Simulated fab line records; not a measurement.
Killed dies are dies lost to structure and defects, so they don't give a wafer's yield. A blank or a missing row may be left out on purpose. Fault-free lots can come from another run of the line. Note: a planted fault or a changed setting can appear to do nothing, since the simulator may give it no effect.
Matching of chambers ; flow sfq_line ; 4 sister chambers for SFQ_TRILAYER_I1_CMP_CMP_046 on cmp-02
The step polishes SiO2. 4 wafers are shown with their chamber, then 7 later ones without.

== WAFERS PAIRED WITH THEIR CHAMBERS ==
wafer;chamber;motor_current_A (A)
L828.4;1;9.1
L830.5;3;10.6
L835.1;0;9.8
L835.4;2;9.1

== WAFERS WITH NO CHAMBER GIVEN ==
wafer;motor_current_A (A)
L835.6;9.6
L841.2;9.0
L841.1;9.2
L841.3;10.0
L843.1;9.1
L843.5;9.2
L843.6;10.1

== WHICH CHAMBER EACH ONE RAN IN ==
wafer;from the rows above;in truth
L835.6;can't be placed: 0 or 1 or 2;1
L841.2;can't be placed: 1 or 2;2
L841.1;can't be placed: 1 or 2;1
L841.3;0;0
L843.1;can't be placed: 1 or 2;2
L843.5;can't be placed: 1 or 2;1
L843.6;can't be placed: 0 or 3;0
Placed correctly: 1 of 7. These rows do not allow placing 6 (true chamber among the candidates in 6). Number placed wrongly: 0.
How it was worked out, from the rows above alone: a wafer's distance from a chamber is the root of the sum, over the readings, of the square of ((its reading less the chamber's mean) divided by the reading's scatter). The wafer belongs to the nearest chamber; if the next one is less than 2 further off, it can't be placed. A chamber's mean is the mean of its shown wafers. The scatter: root of mean squared gap, hidden wafer to nearest shown wafer, with one shown wafer a chamber.
